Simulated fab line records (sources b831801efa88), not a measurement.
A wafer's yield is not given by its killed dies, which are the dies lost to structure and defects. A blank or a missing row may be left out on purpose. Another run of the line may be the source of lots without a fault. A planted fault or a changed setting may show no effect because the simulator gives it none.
fab line records | flow gf180mcu
[record] lots = 14 wafers = 42 lastDay = 32
route steps=602 shown PSD@255 SAB@273 M1@328 V1@349
lots that met no fault: taken from a fault-free run of the same line
startH: the number of hours between the record's first day and the start of the first shown wafer of the lot | waitH: hours from the lot's prior step to this one | " repeats the value in the row above | L1.1+2: a row that stands for several wafers | - no value, or no start was given | * or withheld: withheld | < > ~ a bound
route shown NAME@n: NAME is a module with steps in the file, n the number in the route of the first one | usual: mean/standard deviation taken from wafers without a fault | same: alike in all rows | chamber/n: place in a boat | sites: the reading at each site | _std_site: standard deviation of those values | _edge_site: mean of outer sites minus mean of inner sites | radiusMm: for every site, how far away it sits from the centre of the wafer | mask NAME#n: copy n | behind: the tool/chamber that last shaped the wafer | hold: why the lot was held/for how many hours/how that ended | device: which transistor (n, p or np) failed to switch | end of line: tests of these same wafers at the route's end | step lacking rows: just its recipe | killed: count of dies lost to structure and defects at first sort (not the wafer's yield) | map: the dies of a wafer, with x for killed, . for not killed, _ for no die there
set.NAME: the setting the step ran with; set.NAME@STEP: the setting that earlier step ran with | model.NAME: the simulator's own value behind a step, which no gauge read
a sample of lots followed through the steps of the route, with each step as a table and each wafer as a row
services: from which hour (startH, from the record's first day; less than 0 if before it) a tool's chamber was out of use, for how many hours, and why
[[steps]]
[step GF_PSD_CD_MEAS_07]
[recipe] targetCdNm = 400
[usual] cdNm = 400.5/2
// columns lot.wafer tool chamber startH waitH cdNm
L144.2 cdSem-02 - 320.81 0.1 401.1
L144.4 " - " " 399.3
L144.5 " - " " 399.2
L146.1 cdSem-01 - 343.39 0.1 401.5
L146.4 " - " " 401.1
L146.6 " - " " 400.9
L147.2 cdSem-02 - 346.07 0.1 401.7
L147.3 " - " " 399.6
L147.6 " - " " 402.3
L148.2 cdSem-02 - 354.32 0.1 401.3
L148.4 " - " " 401.1
L148.6 " - " " 400.2
L149.4 cdSem-02 - 357.05 0.1 403.8
L149.5 " - " " 406.2
L149.6 " - " " 403.0
L150.2 cdSem-01 - 369.22 0.1 401.0
L150.5 " - " " 400.4
L150.6 " - " " 403.8
L153.1 cdSem-01 - 390.85 0.1 397.4
L153.2 " - " " 398.3
L153.5 " - " " 397.6
L154.1 cdSem-01 - 400.85 0.1 401.6
L154.3 " - " " 400.1
L154.5 " - " " 402.3
L155.1 cdSem-01 - 406.05 0.1 400.5
L155.3 " - " " 399.8
L155.5 " - " " 400.8
L156.1 cdSem-02 - 422.07 0.2 398.9
L156.2 " - " " 399.8
L156.6 " - " " 397.7
L157.2 cdSem-02 - 426.62 0.1 402.8
L157.4 " - " " 402.3
L157.5 " - " " 399.7
L159.3 cdSem-02 - 444.48 0.1 403.3
L159.4 " - " " 404.8
L159.5 " - " " 404.3
L164.1 cdSem-01 - 483.50 0.1 400.2
L164.3 " - " " 401.2
L164.6 " - " " 400.5
L165.1 cdSem-02 - 494.70 0.1 401.2
L165.2 " - " " 400.1
L165.4 " - " " 400.4
[step GF_SAB_CD_MEAS_09]
[recipe] targetCdNm = 420
[usual] cdNm = 418.9/2.3
// columns lot.wafer tool chamber startH waitH cdNm
L144.2 cdSem-01 - 342.67 0.1 414.9
L144.4 " - " " 414.4
L144.5 " - " " 416.0
L146.1 cdSem-01 - 366.40 0.1 419.8
L146.4 " - " " 415.9
L146.6 " - " " 417.2
L147.2 cdSem-01 - 368.86 0.1 413.8
L147.3 " - " " 416.6
L147.6 " - " " 415.0
L148.2 cdSem-01 - 377.32 0.1 423.4
L148.4 " - " " 424.5
L148.6 " - " " 421.8
L149.4 cdSem-02 - 379.87 0.1 416.5
L149.5 " - " " 416.0
L149.6 " - " " 417.1
L150.2 cdSem-01 - 392.66 0.1 417.7
L150.5 " - " " 418.7
L150.6 " - " " 419.0
L153.1 cdSem-02 - 414.85 0.1 420.8
L153.2 " - " " 421.2
L153.5 " - " " 420.4
L154.1 cdSem-02 - 425.30 0.1 419.2
L154.3 " - " " 420.1
L154.5 " - " " 417.6
L155.1 cdSem-02 - 430.90 0.1 420.7
L155.3 " - " " 419.7
L155.5 " - " " 420.0
L156.1 cdSem-02 - 447.09 0.1 421.7
L156.2 " - " " 419.0
L156.6 " - " " 420.4
L157.2 cdSem-02 - 452.12 0.1 419.6
L157.4 " - " " 421.3
L157.5 " - " " 420.3
L159.3 cdSem-02 - 469.39 0.1 421.1
L159.4 " - " " 418.7
L159.5 " - " " 421.6
L164.1 cdSem-02 - 507.40 0.1 422.3
L164.3 " - " " 420.9
L164.6 " - " " 421.6
L165.1 cdSem-01 - 518.70 0.1 416.7
L165.2 " - " " 415.8
L165.4 " - " " 416.2
[step GF_M1_DEVELOP_13]
[recipe] developTimeS = 60 devTempC = 21
[usual] chillPlateTempC = 22.99/0.1 developTimeS = 60/0 exhaustPa = 44.9/0.95
// columns lot.wafer tool chamber startH waitH chillPlateTempC developTimeS exhaustPa
L144.2 lithoTrack-02 0 391.13 0.2 22.98 60 45.4
L144.4 " 0 " " 23.02 60 44.6
L144.5 " 0 " " 23.09 60 44.8
L146.1 lithoTrack-02 0 414.90 0.2 23.04 60 43.9
L146.4 " 0 " " 22.98 60 45.6
L146.6 " 0 " " 23.12 60 44.6
L147.2 lithoTrack-02 0 418.88 0.2 22.95 60 45.1
L147.3 " 0 " " 22.99 60 45.4
L147.6 " 0 " " 22.98 60 44.3
L148.2 lithoTrack-01 0 427.31 0.2 22.99 60 44.9
L148.4 " 0 " " 22.89 60 43.6
L148.6 " 0 " " 23.18 60 44.1
L149.4 lithoTrack-02 0 429.78 0.1 22.84 60 43.4
L149.5 " 0 " " 22.78 60 43.7
L149.6 " 0 " " 23.03 60 44.6
L150.2 lithoTrack-01 0 444.01 0.2 22.88 60 44.9
L150.5 " 0 " " 22.91 60 43.6
L150.6 " 0 " " 22.91 60 45.4
L153.1 lithoTrack-01 0 465.34 0.2 22.96 60 46.1
L153.2 " 0 " " 22.95 60 45.2
L153.5 " 0 " " 22.91 60 44.4
L154.1 lithoTrack-03 0 477.40 0.2 23.16 60 44.9
L154.3 " 0 " " 23.09 60 43.1
L154.5 " 0 " " 22.95 60 44.9
L155.1 lithoTrack-01 0 482.34 0.2 22.95 60 46.3
L155.3 " 0 " " 23.09 60 45.1
L155.5 " 0 " " 22.94 60 46.8
L156.1 lithoTrack-01 0 497.24 0.2 22.93 60 46.6
L156.2 " 0 " " 22.91 60 47.2
L156.6 " 0 " " 22.85 60 45.4
L157.2 lithoTrack-02 0 503.22 0.2 23.08 60 46.3
L157.4 " 0 " " 22.98 60 47.0
L157.5 " 0 " " 23.02 60 45.2
L159.3 lithoTrack-01 0 519.64 0.1 23.07 60 45.8
L159.4 " 0 " " 22.91 60 45.4
L159.5 " 0 " " 22.98 60 46.5
L164.1 lithoTrack-01 - 555.84 0.2 - - -
L164.3 " - " " - - -
L164.6 " - " " - - -
L165.1 lithoTrack-03 - 566.30 0.2 - - -
L165.2 " - " " - - -
L165.4 " - " " - - -
[step GF_V1_CD_MEAS_14]
[recipe] targetCdNm = 260
[usual] cdNm = 259.6/1.3
// columns lot.wafer tool chamber startH waitH cdNm
L144.2 cdSem-02 - 416.56 0.1 259.8
L144.4 " - " " 259.9
L144.5 " - " " 260.1
L146.1 cdSem-02 - 440.60 0.1 262.8
L146.4 " - " " 262.7
L146.6 " - " " 261.0
L147.2 cdSem-02 - 444.67 0.1 258.9
L147.3 " - " " 258.5
L147.6 " - " " 258.5
L148.2 cdSem-01 - 453.23 0.1 259.2
L148.4 " - " " 260.0
L148.6 " - " " 260.4
L149.4 cdSem-01 - 455.21 0.1 258.6
L149.5 " - " " 258.4
L149.6 " - " " 260.5
L150.2 cdSem-02 - 470.07 0.1 260.0
L150.5 " - " " 260.8
L150.6 " - " " 261.4
L153.1 cdSem-01 - 490.85 0.1 259.9
L153.2 " - " " 259.4
L153.5 " - " " 258.8
L154.1 cdSem-02 - 502.64 0.1 260.1
L154.3 " - " " 261.8
L154.5 " - " " 261.2
L155.1 cdSem-01 - 507.35 0.1 262.0
L155.3 " - " " 261.5
L155.5 " - " " 260.0
L156.1 cdSem-01 - 522.20 0.1 257.8
L156.2 " - " " 258.4
L156.6 " - " " 258.2
L157.2 cdSem-01 - 527.37 0.1 260.4
L157.4 " - " " 260.1
L157.5 " - " " 261.1
L159.3 cdSem-01 - 543.49 0.1 260.6
L159.4 " - " " 261.2
L159.5 " - " " 262.5
[[services]]
// columns tool chamber startH hours kind
lithoTrack-03 - 405.60 - consumableReplace:filter
[[key]]
[firstSign] step = GF_M1_DEVELOP_13 reading = toolRecord direction = missing
effect none on later readings
metAt GF_M1_DEVELOP_13
struckLots L164,L165
laterRowsLeftOut L164.1,L164.3,L164.6,L165.1,L165.2,L165.4
sortLeftOut L164.1,L164.3,L164.6,L165.1,L165.2,L165.4
notActingAt GF_PSD_CD_MEAS_07,GF_SAB_CD_MEAS_09,GF_V1_CD_MEAS_14
onsetBetween 519.64 555.84
[fault] kind = skippedStepWhole tool = lithoTrack-01,lithoTrack-03 chamber = - onsetH = 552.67 steps = GF_M1_DEVELOP_13 scope = struckLotsOnly
// sortLeftOut: the simulated sort isn't trusted on such a fault, so these wafers' sort isn't shown, and their yield isn't known
// laterRowsLeftOut: the simulator's readings of these wafers behind a module that went badly wrong aren't trusted and aren't shown, but for the sort
